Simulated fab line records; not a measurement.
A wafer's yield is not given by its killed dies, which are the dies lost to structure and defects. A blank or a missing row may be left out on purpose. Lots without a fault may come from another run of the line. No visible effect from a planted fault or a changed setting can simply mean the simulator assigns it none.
fab line records + flow sky130
record:
- lots: 5
- wafers: 15
- lastDay: 50
route steps=708 shown METAL3@532 CAPM@537
lots that met no fault: taken from a fault-free run of the same line
startH: hours from the record's first day to the start of the lot's first wafer shown + waitH: hours from the lot's prior step to this one + " as in the row above + L1.1+2: several wafers, shown together as one row + - no value, or no start given + * or withheld: withheld + < > ~ a bound
route shown NAME@n: NAME is a module with steps in the file, n the number in the route of the first one + usual: average and standard deviation across the fault-free wafers + same: alike in all rows + chamber/n: place in a boat + sites: per-site readings + _std_site: their standard deviation + _edge_site: the outer-site mean with the inner-site mean subtracted + radiusMm: how far each site lies from the wafer's centre + mask NAME#n: copy n + behind: the most recent tool/chamber to have shaped the wafer + hold: why the lot went on hold/how many hours it stayed there/how the hold came to an end + device: names the non-switching transistor (n, p or np) + end of line: the same wafers' tests at the end of the route + for a step that has no rows: nothing shown but its recipe + killed: dies lost to structure and defects at the first sort, not the wafer's yield + map: a wafer's dies, x killed, . not, _ none there
set.NAME: the setting that was run; set.NAME@STEP: the one run at that earlier step + model.NAME: the simulator's own value behind a step, which no gauge read
lots at selected steps of the route; one table per step, one row per wafer
services: the hour from which a tool's chamber was out of use, counted from the record's first day as startH (under 0 if before that day), plus the number of hours and why
== steps ==
step: SKY_METAL3_SPUTTER_00
recipe:
- material: Ti
- targetThkNm: 15
- powerW: 3000
- timeS: 10
- chamberPressurePa: 0.4
usual:
- throttleValvePct: 30.2/0.96
| lot.wafer | tool          | chamber | startH  | waitH | throttleValvePct |
|-----------|---------------|---------|---------|-------|------------------|
| L075.1    | pvdSputter-01 | -       | 848.05  | 0.1   | 31.5             |
| L075.2    | "             | -       | "       | "     | 30.9             |
| L075.4    | "             | -       | "       | "     | 29.7             |
| L076.3    | pvdSputter-04 | -       | 859.79  | 0.2   | 30.3             |
| L076.4    | "             | -       | "       | "     | 28.8             |
| L076.6    | "             | -       | "       | "     | 30.2             |
| L078.1    | pvdSputter-01 | -       | 880.06  | 0.1   | 30.7             |
| L078.2    | "             | -       | "       | "     | 29.7             |
| L078.4    | "             | -       | "       | "     | 31.2             |
| L079.1    | pvdSputter-04 | -       | 880.15  | 0.2   | 28.3             |
| L079.5    | "             | -       | "       | "     | 30.3             |
| L079.6    | "             | -       | "       | "     | 28.7             |
| L096.2    | pvdSputter-02 | -       | 1013.31 | 0.1   | 30.0             |
| L096.5    | "             | -       | "       | "     | 31.2             |
| L096.6    | "             | -       | "       | "     | 31.3             |
step: SKY_METAL3_SPUTTER_01
recipe:
- material: TiN
- targetThkNm: 20
- powerW: 6500
- timeS: 16.7
- chamberPressurePa: 0.3829
usual:
- throttleValvePct: 30.2/0.94
| lot.wafer | tool          | chamber | startH  | waitH | throttleValvePct |
|-----------|---------------|---------|---------|-------|------------------|
| L075.1    | pvdSputter-01 | -       | 848.08  | 0.0   | 31.3             |
| L075.2    | "             | -       | "       | "     | 30.8             |
| L075.4    | "             | -       | "       | "     | 29.6             |
| L076.3    | pvdSputter-04 | -       | 859.81  | 0.0   | 30.1             |
| L076.4    | "             | -       | "       | "     | 28.5             |
| L076.6    | "             | -       | "       | "     | 30.1             |
| L078.1    | pvdSputter-01 | -       | 880.08  | 0.0   | 30.8             |
| L078.2    | "             | -       | "       | "     | 29.8             |
| L078.4    | "             | -       | "       | "     | 31.3             |
| L079.1    | pvdSputter-04 | -       | 880.17  | 0.0   | 28.4             |
| L079.5    | "             | -       | "       | "     | 30.3             |
| L079.6    | "             | -       | "       | "     | 28.9             |
| L096.2    | pvdSputter-02 | -       | 1013.34 | 0.0   | 29.7             |
| L096.5    | "             | -       | "       | "     | 31.2             |
| L096.6    | "             | -       | "       | "     | 31.3             |
step: SKY_METAL3_SPUTTER_02
recipe:
- material: AlCu
- targetThkNm: 735
- powerW: 10600
- timeS: 39.1
- chamberPressurePa: 0.4
usual:
- throttleValvePct: 30.2/0.93
| lot.wafer | tool          | chamber | startH  | waitH | throttleValvePct |
|-----------|---------------|---------|---------|-------|------------------|
| L075.1    | pvdSputter-01 | -       | 848.10  | 0.0   | 31.1             |
| L075.2    | "             | -       | "       | "     | 30.6             |
| L075.4    | "             | -       | "       | "     | 29.7             |
| L076.3    | pvdSputter-04 | -       | 859.84  | 0.0   | 30.3             |
| L076.4    | "             | -       | "       | "     | 29.0             |
| L076.6    | "             | -       | "       | "     | 30.4             |
| L078.1    | pvdSputter-01 | -       | 880.11  | 0.0   | 30.8             |
| L078.2    | "             | -       | "       | "     | 29.8             |
| L078.4    | "             | -       | "       | "     | 31.4             |
| L079.1    | pvdSputter-04 | -       | 880.20  | 0.0   | 28.5             |
| L079.5    | "             | -       | "       | "     | 30.3             |
| L079.6    | "             | -       | "       | "     | 28.7             |
| L096.2    | pvdSputter-02 | -       | 1013.37 | 0.0   | 29.6             |
| L096.5    | "             | -       | "       | "     | 31.0             |
| L096.6    | "             | -       | "       | "     | 31.0             |
step: SKY_METAL3_SPUTTER_03
recipe:
- material: Ti
- targetThkNm: 5
- powerW: 3000
- timeS: 3.3
- chamberPressurePa: 0.4
usual:
- throttleValvePct: 30.2/0.91
| lot.wafer | tool          | chamber | startH  | waitH | throttleValvePct |
|-----------|---------------|---------|---------|-------|------------------|
| L075.1    | pvdSputter-01 | -       | 848.14  | 0.0   | 31.3             |
| L075.2    | "             | -       | "       | "     | 30.5             |
| L075.4    | "             | -       | "       | "     | 29.7             |
| L076.3    | pvdSputter-04 | -       | 859.88  | 0.0   | 30.4             |
| L076.4    | "             | -       | "       | "     | 28.7             |
| L076.6    | "             | -       | "       | "     | 30.2             |
| L078.1    | pvdSputter-01 | -       | 880.15  | 0.0   | 30.7             |
| L078.2    | "             | -       | "       | "     | 29.7             |
| L078.4    | "             | -       | "       | "     | 31.2             |
| L079.1    | pvdSputter-04 | -       | 880.24  | 0.0   | 28.3             |
| L079.5    | "             | -       | "       | "     | 30.3             |
| L079.6    | "             | -       | "       | "     | 29.0             |
| L096.2    | pvdSputter-02 | -       | 1013.41 | 0.0   | 29.8             |
| L096.5    | "             | -       | "       | "     | 31.2             |
| L096.6    | "             | -       | "       | "     | 31.1             |
step: SKY_METAL3_SPUTTER_04
recipe:
- material: TiN
- targetThkNm: 70
- powerW: 6500
- timeS: 58.3
- chamberPressurePa: 0.4
usual:
- throttleValvePct: 30.2/0.94
| lot.wafer | tool          | chamber | startH  | waitH | throttleValvePct |
|-----------|---------------|---------|---------|-------|------------------|
| L075.1    | pvdSputter-01 | -       | 848.16  | 0.0   | 31.4             |
| L075.2    | "             | -       | "       | "     | 30.5             |
| L075.4    | "             | -       | "       | "     | 29.8             |
| L076.3    | pvdSputter-04 | -       | 859.90  | 0.0   | 30.3             |
| L076.4    | "             | -       | "       | "     | 28.9             |
| L076.6    | "             | -       | "       | "     | 30.3             |
| L078.1    | pvdSputter-01 | -       | 880.16  | 0.0   | 30.7             |
| L078.2    | "             | -       | "       | "     | 29.9             |
| L078.4    | "             | -       | "       | "     | 31.4             |
| L079.1    | pvdSputter-04 | -       | 880.26  | 0.0   | 28.2             |
| L079.5    | "             | -       | "       | "     | 30.1             |
| L079.6    | "             | -       | "       | "     | 28.8             |
| L096.2    | pvdSputter-02 | -       | 1013.43 | 0.0   | 29.7             |
| L096.5    | "             | -       | "       | "     | 31.1             |
| L096.6    | "             | -       | "       | "     | 31.4             |
step: SKY_CAPM_CVD_00
recipe:
- material: SiO2
- targetThkNm: 15.5
- tempC: 400
- timeS: withheld
- rfW: 450
usual:
- heaterPowerOuterW: 405/44
- heaterPowerW: 697/64
| lot.wafer | tool     | chamber | startH  | waitH | heaterPowerOuterW | heaterPowerW |
|-----------|----------|---------|---------|-------|-------------------|--------------|
| L075.1    | pecvd-03 | 0       | 848.21  | 0.0   | 314               | 606          |
| L075.2    | "        | 1       | "       | "     | 477               | 868          |
| L075.4    | "        | 2       | "       | "     | 382               | 678          |
| L076.3    | pecvd-02 | 1       | 859.96  | 0.0   | 405               | 661          |
| L076.4    | "        | 2       | "       | "     | 452               | 760          |
| L076.6    | "        | 2       | "       | "     | 464               | 760          |
| L078.1    | pecvd-02 | 0       | 880.21  | 0.0   | 401               | 650          |
| L078.2    | "        | 1       | "       | "     | 427               | 703          |
| L078.4    | "        | 0       | "       | "     | 401               | 666          |
| L079.1    | pecvd-03 | 0       | 880.31  | 0.0   | 403               | 728          |
| L079.5    | "        | 1       | "       | "     | 460               | 824          |
| L079.6    | "        | 0       | "       | "     | 401               | 704          |
| L096.2    | pecvd-02 | 2       | 1013.48 | 0.0   | 425               | 721          |
| L096.5    | "        | 1       | "       | "     | 471               | 744          |
| L096.6    | "        | 2       | "       | "     | 436               | 717          |
step: SKY_CAPM_THK_MEAS_01
recipe:
- reads: SiO2_of_CAPM_CVD_00
usual:
- CAPM_CVD_00_THK: 15.50/0.23
| lot.wafer | tool         | chamber | startH  | waitH | CAPM_CVD_00_THK[nm] |
|-----------|--------------|---------|---------|-------|---------------------|
| L075.1    | filmMetro-03 | -       | 848.23  | -     | 15.62               |
| L075.2    | "            | -       | "       | "     | 15.19               |
| L075.4    | "            | -       | "       | "     | 15.37               |
| L076.3    | filmMetro-02 | -       | 860.00  | -     | 15.48               |
| L076.4    | "            | -       | "       | "     | 15.62               |
| L076.6    | "            | -       | "       | "     | 15.68               |
| L078.1    | filmMetro-03 | -       | 880.24  | -     | 15.22               |
| L078.2    | "            | -       | "       | "     | 15.16               |
| L078.4    | "            | -       | "       | "     | 15.58               |
| L079.1    | filmMetro-04 | -       | 880.34  | -     | 15.07               |
| L079.5    | "            | -       | "       | "     | 15.43               |
| L079.6    | "            | -       | "       | "     | 15.52               |
| L096.2    | filmMetro-02 | -       | 1013.52 | -     | 15.48               |
| L096.5    | "            | -       | "       | "     | 15.43               |
| L096.6    | "            | -       | "       | "     | 15.67               |
== services ==
| tool          | chamber | startH | hours | kind                  |
|---------------|---------|--------|-------|-----------------------|
| pvdSputter-01 | 1       | 824.53 | -     | consumableReplace:kit |
| pvdSputter-01 | 1       | 824.53 | 18.0  | scheduledDown         |
| pvdSputter-01 | 1       | 824.53 | 18.0  | ventCycle             |
| pvdSputter-04 | 1       | 825.00 | -     | consumableReplace:kit |
| pvdSputter-04 | 1       | 825.00 | 18.0  | scheduledDown         |
| pvdSputter-04 | 1       | 825.00 | 18.0  | ventCycle             |
| pvdSputter-02 | -       | 827.26 | 11.6  | repair                |
| pecvd-02      | 0       | 832.41 | 30.4  | repair                |
| pvdSputter-01 | -       | 836.39 | 6.2   | repair                |
| pvdSputter-02 | -       | 840.67 | 1.2   | repair                |
| pvdSputter-02 | -       | 868.18 | 2.4   | repair                |
| pecvd-03      | 2       | 877.27 | 8.1   | repair                |
| pvdSputter-02 | -       | 880.20 | 4.8   | repair                |
| pvdSputter-04 | -       | 890.21 | 0.9   | repair                |
| pvdSputter-04 | -       | 890.26 | 5.2   | repair                |
| pecvd-03      | -       | 893.44 | 5.5   | pm                    |
| pvdSputter-04 | -       | 894.11 | 5.4   | repair                |
| pecvd-03      | 0       | 903.23 | 6.8   | repair                |
| pvdSputter-02 | -       | 931.67 | 1.4   | repair                |
| pvdSputter-04 | -       | 971.67 | 4.9   | repair                |
| pvdSputter-01 | -       | 979.70 | 3.2   | repair                |
| pvdSputter-01 | 0       | 983.92 | -     | consumableReplace:kit |
| pecvd-02      | 1       | 996.78 | 6.3   | repair                |
| pecvd-03      | -       | 998.30 | 0.9   | repair                |
== key ==
fault none
